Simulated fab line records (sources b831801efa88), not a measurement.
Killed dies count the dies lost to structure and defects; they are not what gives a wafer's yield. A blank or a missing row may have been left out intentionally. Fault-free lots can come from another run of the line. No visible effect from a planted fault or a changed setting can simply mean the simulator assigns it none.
fab line records | flow sky130
[record] lots = 6 | wafers = 18 | last-day = 50
route steps=708 shown VT_ADJUST_LVTN@100 PAD_OPEN@708
lots that met no fault: from a run of the same line without faults
start-h: hours from the record's opening day to when the first of the lot's shown wafers began | wait-h: time in hours since the lot's previous step | " repeats the value in the row above | L1.1+2: several wafers, shown together as one row | - no value, or no start given | * or withheld: withheld | < > ~ a bound
route shown NAME@n: a module of which the file shows steps, and the number in the route of the first | usual: mean/standard deviation taken from wafers without a fault | same: alike in all rows | chamber/n: place in a boat | sites: readings site by site | _std_site: the values' standard deviation | _edge_site: inner sites' mean taken away from outer sites' mean | radius-mm: for every site, how far away it sits from the centre of the wafer | mask NAME#n: copy n | behind: the most recent tool/chamber to have shaped the wafer | hold: why the lot was held/for how many hours/how that ended | device: transistor that didn't switch, given as n, p or np | end of line: the route-end tests of the same wafers | where a step has no rows: the recipe by itself | killed: the dies lost at the first sort to structure and to defects; this is not the yield of the wafer | map: a wafer's dies, marking killed ones x, the rest . and places with no die _
set.NAME: setting as actually run; set.NAME@STEP: the setting as run at that earlier step | model.NAME: the simulator's own value behind a step, which no gauge read
lots at selected steps of the route; one table per step, one row per wafer
services: when a tool's chamber went out of use (start-h, in hours from the record's first day, below 0 if earlier), for how many hours, and the reason
[[steps]]
[step SKY_VT_ADJUST_LVTN_SOFTBAKE_03]
[recipe] temp-c = 110 | time-s = withheld
[step SKY_VT_ADJUST_LVTN_EXPOSE_04]
[recipe] mask-id = NWM_COMPLEMENT_LESS_NATIVE | na = 0.6 | source-shape = conventional | sigma-outer = 0.6 | polarization = unpolarized | target-cd-nm = 840 | dose-mj = 194
[step SKY_VT_ADJUST_LVTN_PEB_05]
[recipe] temp-c = 115 | time-s = withheld
[step SKY_VT_ADJUST_LVTN_DEVELOP_06]
[recipe] wall-angle-deg = 90 | developer = TMAH | develop-time-s = 60 | dev-temp-c = 23
[step SKY_VT_ADJUST_LVTN_OVL_MEAS_07]
[usual] VT_ADJUST_LVTN_OVL = 0.1/1.6
lot.wafer | tool       | chamber | start-h | wait-h | VT_ADJUST_LVTN_OVL[nm]
L432.2    | overlay-01 | -       | 144.99  | -      | 1.5
L432.4    | "          | -       | "       | "      | 1.3
L432.5    | "          | -       | "       | "      | 1.5
L437.2    | overlay-02 | -       | 185.06  | -      | -2.9
L437.4    | "          | -       | "       | "      | 0.0
L437.6    | "          | -       | "       | "      | -3.1
L440.2    | overlay-02 | -       | 198.33  | -      | -0.8
L440.4    | "          | -       | "       | "      | 0.8
L440.5    | "          | -       | "       | "      | 1.2
L449.1    | overlay-01 | -       | 257.52  | -      | 2.8
L449.3    | "          | -       | "       | "      | 1.5
L449.4    | "          | -       | "       | "      | 1.3
L451.1    | overlay-02 | -       | 271.84  | -      | 0.6
L451.2    | "          | -       | "       | "      | 0.9
L451.6    | "          | -       | "       | "      | 0.4
L454.1    | overlay-01 | -       | 286.84  | -      | 1.1
L454.3    | "          | -       | "       | "      | 0.2
L454.5    | "          | -       | "       | "      | 0.1
[step SKY_VT_ADJUST_LVTN_IMPLANT_08]
[recipe] species = B | energy-kev = 30 | dose-cm2 = 1.57e+12 | tilt-deg = withheld
[step SKY_VT_ADJUST_LVTN_STRIP_09]
[recipe] chemistry = O2/N2 | power-w = 1400 | pressure-mtorr = 1500 | platen-temp-c = withheld | o2-flow-sccm = 2862 | n2-flow-sccm = 300 | overash-fraction = 0.5
[usual] drypump-motor-current-A = 6.1/0.45 | oes-product-au = 0.721/0.0044 | strip-time-to-endpoint-s = 36.99/0.092
lot.wafer | tool            | chamber | start-h | wait-h | drypump-motor-current-A | oes-product-au | rf-hours-counter-h | strip-time-to-endpoint-s
L432.2    | plasma-asher-03 | 0       | 145.31  | 0.1    | 5.7                     | 0.723          | 44                 | 36.89
L432.4    | "               | 1       | "       | "      | 6.4                     | 0.719          | -                  | 36.97
L432.5    | "               | 1       | "       | "      | 6.4                     | 0.729          | -                  | 36.94
L437.2    | plasma-asher-02 | 1       | 185.24  | 0.1    | 5.4                     | 0.725          | 2                  | 37.01
L437.4    | "               | 1       | "       | "      | 5.4                     | 0.725          | -                  | 36.90
L437.6    | "               | 0       | "       | "      | 6.0                     | 0.725          | -                  | 36.87
L440.2    | plasma-asher-03 | 0       | 198.51  | 0.1    | 5.7                     | 0.725          | 50                 | 37.13
L440.4    | "               | 1       | "       | "      | 6.4                     | 0.721          | -                  | 37.01
L440.5    | "               | 1       | "       | "      | 6.4                     | 0.714          | -                  | 37.15
L449.1    | plasma-asher-03 | 1       | 257.71  | 0.1    | 6.4                     | 0.727          | 56                 | 37.12
L449.3    | "               | 1       | "       | "      | 6.4                     | 0.724          | -                  | 37.04
L449.4    | "               | 0       | "       | "      | 5.7                     | 0.726          | -                  | 37.11
L451.1    | plasma-asher-02 | 1       | 272.02  | 0.1    | 5.4                     | 0.717          | 11                 | 36.92
L451.2    | "               | 0       | "       | "      | 6.0                     | 0.724          | 11                 | 36.93
L451.6    | "               | 1       | "       | "      | 5.4                     | 0.725          | -                  | 36.81
L454.1    | plasma-asher-01 | 1       | 287.02  | 0.1    | 6.4                     | 0.713          | 60                 | 36.87
L454.3    | "               | 0       | "       | "      | 6.7                     | 0.723          | -                  | 36.96
L454.5    | "               | 1       | "       | "      | 6.4                     | 0.723          | -                  | 36.86
[step SKY_VT_ADJUST_LVTN_TW_MEAS_10]
[usual] VT_ADJUST_LVTN_TW = 243.0/1.1
lot.wafer | tool          | chamber | start-h | wait-h | VT_ADJUST_LVTN_TW
L432.2    | film-metro-02 | -       | 145.42  | 0.1    | 240.8
L432.4    | "             | -       | "       | "      | 242.2
L432.5    | "             | -       | "       | "      | 241.0
L437.2    | film-metro-04 | -       | 185.35  | 0.1    | 243.6
L437.4    | "             | -       | "       | "      | 243.6
L437.6    | "             | -       | "       | "      | 245.4
L440.2    | film-metro-02 | -       | 198.62  | 0.1    | 243.2
L440.4    | "             | -       | "       | "      | 242.6
L440.5    | "             | -       | "       | "      | 242.5
L449.1    | film-metro-02 | -       | 257.81  | 0.1    | 243.5
L449.3    | "             | -       | "       | "      | 244.2
L449.4    | "             | -       | "       | "      | 242.5
L451.1    | film-metro-02 | -       | 272.12  | 0.1    | 242.8
L451.2    | "             | -       | "       | "      | 243.3
L451.6    | "             | -       | "       | "      | 242.9
L454.1    | film-metro-02 | -       | 287.12  | 0.1    | 243.3
L454.3    | "             | -       | "       | "      | 244.0
L454.5    | "             | -       | "       | "      | 243.6
[step SKY_VT_ADJUST_LVTN_DEHYDRATE_11]
[recipe] temp-c = 200 | time-s = 60
[step SKY_VT_ADJUST_LVTN_HMDS_12]
[recipe] prime-time-s = 60 | prime-temp-c = 120
[step SKY_VT_ADJUST_LVTN_COAT_13]
[recipe] resist = NOVOLAK | spin-rpm = 3000 | resist-thk-nm = 1140
[step SKY_VT_ADJUST_LVTN_SOFTBAKE_14]
[recipe] temp-c = 90 | time-s = 60 | resist = NOVOLAK
[step SKY_VT_ADJUST_LVTN_EXPOSE_15]
[recipe] mask-id = HVN_STD_DERIVED | na = 0.6 | source-shape = conventional | sigma-outer = 0.6 | polarization = unpolarized | target-cd-nm = 600 | dose-mj = 163
[usual] exposure-dose-mJ-cm2 = 162.98/0.17 | stage-vel-mm-s = 499.98/0.25
lot.wafer | tool             | chamber | start-h | wait-h | mask              | exposure-dose-mJ-cm2 | stage-vel-mm-s
L432.2    | iline-stepper-02 | 0       | 155.26  | -      | HVN_STD_DERIVED#0 | 162.91               | 499.76
L432.4    | "                | 0       | "       | "      | HVN_STD_DERIVED#0 | 162.89               | 500.24
L432.5    | "                | 0       | "       | "      | HVN_STD_DERIVED#0 | 163.12               | 499.88
L437.2    | iline-stepper-01 | 0       | 195.14  | -      | HVN_STD_DERIVED#0 | 163.41               | 499.87
L437.4    | "                | 0       | "       | "      | HVN_STD_DERIVED#0 | 162.90               | 500.20
L437.6    | "                | 0       | "       | "      | HVN_STD_DERIVED#0 | 163.22               | 500.47
L440.2    | iline-stepper-01 | 0       | 210.12  | -      | HVN_STD_DERIVED#0 | 162.90               | 500.19
L440.4    | "                | 0       | "       | "      | HVN_STD_DERIVED#0 | 163.01               | 499.65
L440.5    | "                | 0       | "       | "      | HVN_STD_DERIVED#0 | 162.96               | 499.85
L449.1    | iline-stepper-02 | 0       | 269.60  | -      | HVN_STD_DERIVED#0 | 148.23               | 500.21
L449.3    | "                | 0       | "       | "      | HVN_STD_DERIVED#0 | 148.15               | 500.13
L449.4    | "                | 0       | "       | "      | HVN_STD_DERIVED#0 | 148.16               | 500.21
L451.1    | iline-stepper-02 | 0       | 284.35  | -      | HVN_STD_DERIVED#0 | 148.28               | 500.35
L451.2    | "                | 0       | "       | "      | HVN_STD_DERIVED#0 | 148.36               | 500.06
L451.6    | "                | 0       | "       | "      | HVN_STD_DERIVED#0 | 148.33               | 500.37
L454.1    | iline-stepper-01 | 0       | 299.85  | -      | HVN_STD_DERIVED#0 | 162.68               | 500.35
L454.3    | "                | 0       | "       | "      | HVN_STD_DERIVED#0 | 162.53               | 500.23
L454.5    | "                | 0       | "       | "      | HVN_STD_DERIVED#0 | 162.57               | 499.89
[step SKY_VT_ADJUST_LVTN_PEB_16]
[recipe] temp-c = withheld | time-s = * | resist = NOVOLAK
[step SKY_PAD_OPEN_PROBE_99]
[usual] killed_at_M0_to_M3 = 44/6.8 | killed_at_M4_up = 2.9/1.7 | killed-at-contacts = 24/5.2 | killed-at-front-end = 15/4 | killed-at-other = 0.2/0.44 | killed-dies = 86/9.9 | killed-open = 47/7.9 | killed-short = 39/6.3
[same] gross-dies = 492 | killed-at-back-side = 0
lot.wafer | tool      | chamber | start-h | wait-h | killed_at_M0_to_M3 | killed_at_M4_up | killed-at-contacts | killed-at-front-end | killed-at-other | killed-dies | killed-open | killed-short
L432.2    | prober-01 | -       | 1082.53 | 0.1    | 41                 | 1               | 18                 | 19                  | 0               | 79          | 41          | 36
L432.4    | prober-01 | -       | 1082.63 | 0.2    | 45                 | 2               | 25                 | 22                  | 0               | 94          | 52          | 34
L432.5    | prober-01 | -       | 1082.68 | 0.2    | 53                 | 3               | 23                 | 18                  | 0               | 97          | 49          | 48
L437.2    | prober-02 | -       | 1118.83 | 0.1    | 49                 | 2               | 27                 | 16                  | 1               | 95          | 51          | 44
L437.4    | prober-02 | -       | 1118.93 | 0.2    | 49                 | 2               | 29                 | 14                  | 0               | 94          | 57          | 37
L437.6    | prober-02 | -       | 1119.03 | 0.2    | 45                 | 1               | 31                 | 11                  | 0               | 88          | 53          | 35
L440.2    | prober-01 | -       | 1127.60 | 0.1    | 45                 | 2               | 22                 | 9                   | 2               | 80          | 42          | 38
L440.4    | prober-01 | -       | 1127.70 | 0.2    | 40                 | 1               | 17                 | 15                  | 2               | 75          | 41          | 34
L440.5    | prober-01 | -       | 1127.75 | 0.2    | 38                 | 3               | 15                 | 16                  | 0               | 72          | 39          | 33
L449.1    | prober-02 | -       | 1175.29 | 0.1    | 47                 | 4               | 19                 | 8                   | 0               | 78          | 47          | 31
L449.3    | prober-02 | -       | 1175.39 | 0.2    | 44                 | 2               | 19                 | 11                  | 0               | 76          | 45          | 31
L449.4    | prober-02 | -       | 1175.44 | 0.2    | 46                 | 1               | 23                 | 11                  | 0               | 81          | 48          | 33
L451.1    | prober-02 | -       | 1186.33 | 0.1    | 45                 | 3               | 31                 | 14                  | 0               | 93          | 53          | 40
L451.2    | prober-02 | -       | 1186.38 | 0.1    | 42                 | 6               | 14                 | 11                  | 0               | 73          | 39          | 33
L451.6    | prober-02 | -       | 1186.58 | 0.2    | 45                 | 1               | 17                 | 12                  | 1               | 76          | 34          | 42
L454.1    | prober-01 | -       | 1198.24 | 0.1    | 55                 | 4               | 27                 | 10                  | 0               | 96          | 59          | 37
L454.3    | prober-01 | -       | 1198.34 | 0.2    | 37                 | 3               | 24                 | 17                  | 0               | 81          | 47          | 34
L454.5    | prober-01 | -       | 1198.44 | 0.2    | 50                 | 4               | 22                 | 15                  | 0               | 91          | 57          | 34
// killed by level:class
L432.2 VIA1:geometric-particle:open=10 VIA1:geometric-particle:short=7 LI_CONTACT:geometric-particle:open=6 CONTACT:geometric-particle:open=6 VIA3:geometric-particle:open=6 METAL1:geometric-particle:short=5 VIA2:geometric-particle:open=5 FIELD_ISO:geometric-particle:open=4
L432.4 VIA1:geometric-particle:open=14 CONTACT:geometric-particle:open=10 CONTACT:geometric-particle:short=6 VIA1:geometric-particle:short=6 LI_CONTACT:geometric-particle:open=5 METAL2:geometric-particle:open=5 SD_N:coat-microbubble-printed=5 FIELD_ISO:geometric-particle:open=4
L432.5 VIA1:geometric-particle:open=12 METAL1:geometric-particle:short=8 LI_CONTACT:geometric-particle:open=7 METAL2:geometric-particle:short=7 CONTACT:geometric-particle:open=6 VIA3:geometric-particle:open=6 CONTACT:geometric-particle:short=5 FIELD_ISO:geometric-particle:open=4
L437.2 LI_CONTACT:geometric-particle:open=10 METAL2:geometric-particle:short=10 VIA3:geometric-particle:open=8 VIA2:geometric-particle:open=7 VIA1:geometric-particle:open=7 CONTACT:geometric-particle:open=6 FIELD_ISO:geometric-particle:open=5 METAL3:geometric-particle:short=5
L437.4 VIA1:geometric-particle:open=15 FIELD_ISO:geometric-particle:open=8 LI_CONTACT:geometric-particle:open=8 LOCAL_INTERCONNECT:geometric-particle:short=7 CONTACT:geometric-particle:open=7 VIA2:geometric-particle:open=7 FIELD_ISO:geometric-particle:short=5 METAL1:geometric-particle:short=5
L437.6 VIA1:geometric-particle:open=15 CONTACT:geometric-particle:open=13 LI_CONTACT:geometric-particle:open=7 LOCAL_INTERCONNECT:geometric-particle:short=6 METAL2:geometric-particle:short=6 VIA1:geometric-particle:short=5 VIA3:geometric-particle:open=4 FIELD_ISO:geometric-particle:open=3
L440.2 VIA1:geometric-particle:open=8 VIA2:geometric-particle:open=8 VIA3:geometric-particle:open=8 CONTACT:geometric-particle:open=7 LOCAL_INTERCONNECT:geometric-particle:short=6 CONTACT:geometric-particle:short=4 METAL1:geometric-particle:short=4 VIA1:geometric-particle:short=4
L440.4 VIA1:geometric-particle:open=11 FIELD_ISO:geometric-particle:open=6 LI_CONTACT:geometric-particle:open=6 VIA1:geometric-particle:short=5 VIA2:geometric-particle:open=5 VIA3:geometric-particle:short=5 CONTACT:geometric-particle:short=4 VIA3:geometric-particle:open=4
L440.5 VIA3:geometric-particle:open=10 CONTACT:geometric-particle:open=7 METAL2:geometric-particle:short=6 VIA1:geometric-particle:open=5 POLY_GATE:geometric-particle:open=4 SPACER:geometric-particle:short=4 CONTACT:geometric-particle:short=3 LOCAL_INTERCONNECT:geometric-particle:open=3
L449.1 VIA1:geometric-particle:open=10 CONTACT:geometric-particle:open=9 VIA2:geometric-particle:open=7 VIA3:geometric-particle:open=7 LI_CONTACT:geometric-particle:open=5 METAL1:geometric-particle:short=5 METAL2:geometric-particle:short=5 FIELD_ISO:geometric-particle:short=3
L449.3 CONTACT:geometric-particle:open=10 VIA1:geometric-particle:open=9 VIA3:geometric-particle:open=8 METAL1:geometric-particle:short=6 METAL2:geometric-particle:short=6 VIA2:geometric-particle:short=4 FIELD_ISO:geometric-particle:open=3 FIELD_ISO:geometric-particle:short=3
L449.4 CONTACT:geometric-particle:open=11 VIA3:geometric-particle:open=10 VIA1:geometric-particle:open=10 LOCAL_INTERCONNECT:geometric-particle:short=6 VIA3:geometric-particle:short=6 VIA1:geometric-particle:short=5 VIA2:geometric-particle:open=5 FIELD_ISO:geometric-particle:open=3
L451.1 VIA1:geometric-particle:open=11 LI_CONTACT:geometric-particle:open=10 CONTACT:geometric-particle:open=10 LOCAL_INTERCONNECT:geometric-particle:short=8 VIA3:geometric-particle:open=7 VIA3:geometric-particle:short=6 VIA2:geometric-particle:open=5 VIA1:geometric-particle:short=5
L451.2 VIA1:geometric-particle:open=12 METAL1:geometric-particle:short=7 CONTACT:geometric-particle:open=6 VIA1:geometric-particle:short=6 VIA2:geometric-particle:open=5 VIA3:geometric-particle:open=4 METAL2:geometric-particle:short=4 CONTACT:geometric-particle:short=3
L451.6 METAL1:geometric-particle:short=9 VIA1:geometric-particle:open=8 VIA1:geometric-particle:short=7 VIA2:geometric-particle:open=5 FIELD_ISO:geometric-particle:short=4 LOCAL_INTERCONNECT:geometric-particle:short=4 CONTACT:geometric-particle:short=4 CONTACT:geometric-particle:open=4
L454.1 VIA1:geometric-particle:open=15 VIA3:geometric-particle:open=10 LI_CONTACT:geometric-particle:open=9 VIA2:geometric-particle:open=8 CONTACT:geometric-particle:open=6 CONTACT:geometric-particle:short=6 METAL1:geometric-particle:short=6 FIELD_ISO:geometric-particle:open=5
L454.3 VIA2:geometric-particle:open=10 LI_CONTACT:geometric-particle:open=8 POLY_GATE:geometric-particle:open=6 VIA1:geometric-particle:open=6 FIELD_ISO:geometric-particle:short=5 CONTACT:geometric-particle:open=5 CONTACT:geometric-particle:short=5 VIA3:geometric-particle:open=5
L454.5 VIA1:geometric-particle:open=14 CONTACT:geometric-particle:open=10 POLY_GATE:geometric-particle:open=8 VIA3:geometric-particle:open=7 LI_CONTACT:geometric-particle:open=6 VIA1:geometric-particle:short=6 VIA2:geometric-particle:open=6 METAL2:geometric-particle:short=4
[[services]]
tool             | chamber | start-h | hours | kind
plasma-asher-02  | -       | 137.60  | 43.3  | pm
iline-stepper-02 | -       | 167.72  | 1.7   | pm
iline-stepper-02 | 0       | 168.33  | -     | calibration
iline-stepper-01 | -       | 186.54  | 1.7   | pm
plasma-asher-01  | -       | 205.14  | 2.2   | repair
iline-stepper-01 | 0       | 242.93  | -     | calibration
iline-stepper-02 | -       | 261.91  | 4.4   | pm
iline-stepper-01 | -       | 267.05  | 3.0   | repair
[[key]]
[first-sign] step = SKY_VT_ADJUST_LVTN_EXPOSE_15 | reading = exposure-dose-mJ-cm2 | direction = down | sigmas = 87 | usual = * | struck = *
effect none on later readings
met-at SKY_VT_ADJUST_LVTN_EXPOSE_15
struck-wafers L449.1,L449.3,L449.4,L451.1,L451.2,L451.6
tester-left-out L449,L451
onset-between 155.26 269.60
[fault] kind = process-parameter-drift | tool = iline-stepper-02 | chamber = - | onset-h = 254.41 | steps = SKY_VT_ADJUST_LVTN_EXPOSE_15 | channel = dose-mj | offset = -14.709 | shape = step | acts-in = these-recipes-only | stated = 163
// tester-left-out: of these lots the tester's yield and bins aren't shown, on N5 and GAA mostly nor the transistor test; their killed dies are dies lost to structure and defects alone, not to doping, threshold or leakage, so they don't give the yield
